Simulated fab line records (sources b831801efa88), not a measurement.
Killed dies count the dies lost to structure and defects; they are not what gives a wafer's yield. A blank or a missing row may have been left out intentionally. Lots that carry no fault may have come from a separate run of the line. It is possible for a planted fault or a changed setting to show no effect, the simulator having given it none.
Problem report, 8D (eight disciplines) form, completed by code :: flow sky130 :: the parts of the form that need people (team, actions taken, sign-off) are left out

1. THE ISSUE
Across 2 wafers from 2 lots, CAP2M_TIN_RS at SKY_CAP2M_RS_MEAS_03 averages 4.12 ohm/sq, while fault-free wafers read 6.95 ohm/sq with a standard deviation of 0.091. That is -31 standard deviations from the usual mean.
The step: measures by four-point-probe.
Seen first at day 44 10:44 on film-metro-01, wafer L977.3. At this step, 30 wafers from 10 lots have a number in the record. Rule for "out" (also "out of limits"): further than 4 standard deviations from the usual mean. Any other wafer with a number is counted as sound.

2. WHAT IT IS, WHAT IT ISN'T
question: which readings at this step
is: CAP2M_TIN_RS
is not: -

question: which lots
is: L977, L979
is not: L962, L963, L964, L965, L967, L970, L974, L985

question: which wafers of those lots
is: L977.3, L979.6
is not: L977.1, L977.5, L979.1, L979.2

question: read on which gauges
is: film-metro-01, film-metro-04
is not: film-metro-03

question: when
is: from day 44 10:44
is not: up to then (23 sound wafers); but 5 sound wafers of L979, L985 came after

3. WHAT RULES OUT EACH SUSPECT
Counting: any tool at a process step up to the reading remains a suspect provided it ran every lot that is out. Sound lots after the first of them don't rule it out here, since some wafers of a struck lot are sound.
- the gauge at SKY_CAP2M_RS_MEAS_03 is ruled out. 2 gauges (film-metro-01, film-metro-04) read the wafers that are out.
- plasma-asher-02 at SKY_VIA3_STRIP_16 (strips in O2/N2): kept. It processed each lot that is out (first: L977, day 44 09:04); up to then, its last sound lot is L964 (day 40 02:37).
- pvd-sputter-04 at SKY_CAP2M_SPUTTER_02 (material TiN, target thk 200 nm, time 166.7 s): kept. It processed each lot that is out (first: L977, day 44 10:38); up to then, its last sound lot is L970 (day 42 03:46).
Left after counting: plasma-asher-02 at SKY_VIA3_STRIP_16, pvd-sputter-04 at SKY_CAP2M_SPUTTER_02.

4. THE CAUSE (what the simulator had put in)
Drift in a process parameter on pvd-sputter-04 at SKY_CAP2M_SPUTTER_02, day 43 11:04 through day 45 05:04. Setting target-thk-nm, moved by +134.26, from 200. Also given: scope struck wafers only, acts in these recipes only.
Counting leaves 2 suspects; this tool is one of them.

5. THE EFFECT CHAIN, in route order
Rows list readings where the struck wafers' mean (over those with a number) sits beyond 3 standard deviations from the usual. Scope: only readings with a usual standard deviation given in the record; hours: median across lots of the time from each lot's start at the first step in this table that gives one to its start at this step; sigmas: change in usual standard deviations.
hours: 0
step: SKY_CAP2M_RS_MEAS_03
reading: CAP2M_TIN_RS
usual: 6.95 ohm/sq
on struck wafers: 4.12
change: -2.83
sigmas: -31

hours: 3
step: SKY_CAP2M_THK_MEAS_04
reading: CAP2M_TIN_THK
usual: 199.6 nm
on struck wafers: 333.5
change: +133.9
sigmas: +50

hours: 21
step: SKY_CAP2M_METAL_ETCH_13
reading: oes-product-au
usual: 0.938 a.u.
on struck wafers: 0.982
change: +0.044
sigmas: +5.2
Here are the process steps it includes:
- SKY_CAP2M_METAL_ETCH_13: etches TiN in Cl2/BCl3, stops on SiO2, target depth 220 nm, time 62.9 s.

6. WHAT WOULD HAVE CAUGHT IT SOONER
Counted from the fault's start at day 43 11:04, it took 24 hours until the first out-of-limits reading at a measuring or inspecting step in this record, taken at day 44 10:44.
An alarm limit of 4 standard deviations would not have fired on the tool readings at SKY_CAP2M_SPUTTER_02 for which the record gives a usual standard deviation, since none of them was out on any struck wafer.
L979, from the lots that are out (2), started SKY_CAP2M_SPUTTER_02 on pvd-sputter-04 later than day 44 10:44. Holding the tool at that time would have saved it.
